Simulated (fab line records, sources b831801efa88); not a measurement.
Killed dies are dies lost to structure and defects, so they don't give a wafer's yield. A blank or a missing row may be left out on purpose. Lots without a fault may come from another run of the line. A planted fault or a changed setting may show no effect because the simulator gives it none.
Chamber matching | flow sky130 | SKY_VIA1_ETCH_15 on rie_diel-01: 4 sister chambers
The step etches SiO2 in C4F8/O2/Ar, stops on TiN, target depth 351 nm, time 54 s. 8 wafers are shown with their chamber, then 7 later ones without.

WAFERS WITH THEIR CHAMBER
wafer  | chamber | oes_product_au (a.u.) | chamber_pressure_mTorr (mTorr)
L084.6 | 3       | 0.985                 | 39.99
L087.1 | 3       | 0.981                 | 39.95
L087.4 | 2       | 0.964                 | 39.97
L088.3 | 1       | 0.982                 | 40.00
L088.4 | 2       | 0.980                 | 39.98
L088.6 | 0       | 0.984                 | 40.02
L091.2 | 1       | 0.981                 | 40.05
L091.4 | 0       | 0.990                 | 40.04

WAFERS WITHOUT THEIR CHAMBER
wafer  | oes_product_au (a.u.) | chamber_pressure_mTorr (mTorr)
L091.6 | 0.986                 | 39.98
L095.1 | 0.981                 | 40.02
L095.2 | 0.981                 | 39.92
L095.4 | 0.988                 | 40.00
L097.1 | 0.991                 | 40.02
L097.4 | 0.986                 | 39.99
L097.5 | 0.985                 | 40.00

WHICH CHAMBER EACH WENT THROUGH
wafer  | from the rows above               | in truth
L091.6 | can't be placed: 3 or 1 or 0 or 2 | 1
L095.1 | can't be placed: 1 or 0 or 3      | 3
L095.2 | can't be placed: 3 or 2           | 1
L095.4 | can't be placed: 0 or 1 or 3 or 2 | 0
L097.1 | can't be placed: 0 or 1 or 3      | 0
L097.4 | can't be placed: 3 or 1 or 0 or 2 | 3
L097.5 | can't be placed: 1 or 0 or 3 or 2 | 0
Placed correctly: 0 of 7. Can't be placed from these rows: 7 (the true chamber is among the candidates in 6). Placed wrongly: 0.
How it was worked out, from the rows above alone: a wafer's distance from a chamber is the root of the sum, over the readings, of the square of ((its reading less the chamber's mean) divided by the reading's scatter). The wafer belongs to the nearest chamber; if the next one is less than 2 further off, it can't be placed. A chamber's mean is the mean of its shown wafers. The scatter: the root of (the sum of the squares of (reading less its chamber's mean) over the shown wafers, divided by (wafers less chambers)).
